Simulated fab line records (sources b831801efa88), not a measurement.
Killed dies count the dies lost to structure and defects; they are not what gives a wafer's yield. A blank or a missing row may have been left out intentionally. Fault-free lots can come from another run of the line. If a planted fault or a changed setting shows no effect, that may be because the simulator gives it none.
Matching of chambers + flow sfq_line + SFQ_TRILAYER_I2_VIA_BARC_OPEN_VIA_ETCH_096 on rie_diel-03 has 3 sister chambers
The step etches BARC in O2, target depth 125 nm, time 41.7 s. 3 wafers are shown with their chamber, then 5 later ones without.

## WAFERS WITH THEIR CHAMBER
| wafer  | chamber | chamber_pressure_mTorr (mTorr) |
|--------|---------|--------------------------------|
| L439.3 | 0       | 29.973                         |
| L442.1 | 3       | 29.959                         |
| L442.3 | 2       | 29.987                         |

## WAFERS WITHOUT THEIR CHAMBER
| wafer  | chamber_pressure_mTorr (mTorr) |
|--------|--------------------------------|
| L442.4 | 29.996                         |
| L458.1 | 30.000                         |
| L458.2 | 29.985                         |
| L460.1 | 29.994                         |
| L460.3 | 30.003                         |

## CHAMBER TAKEN BY EACH
| wafer  | from the rows above     | in truth |
|--------|-------------------------|----------|
| L442.4 | can't be placed: 2 or 0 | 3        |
| L458.1 | can't be placed: 2 or 0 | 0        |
| L458.2 | can't be placed: 2 or 0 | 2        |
| L460.1 | can't be placed: 2 or 0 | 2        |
| L460.3 | can't be placed: 2 or 0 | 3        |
0 of 5 placed correctly. These rows do not allow placing 5 (true chamber among the candidates in 3). Placed wrongly: 0.
How it was worked out, from the rows above alone: a wafer's distance from a chamber is the root of the sum, over the readings, of the square of ((its reading less the chamber's mean) divided by the reading's scatter). If the next closest chamber is less than 2 further off than the closest, the wafer can't be placed; otherwise it belongs to the closest. For every chamber, the mean is computed from those of its wafers that are shown. The scatter: with one shown wafer a chamber, the root of the mean of the squares of how far each hidden wafer lies from its nearest shown one.
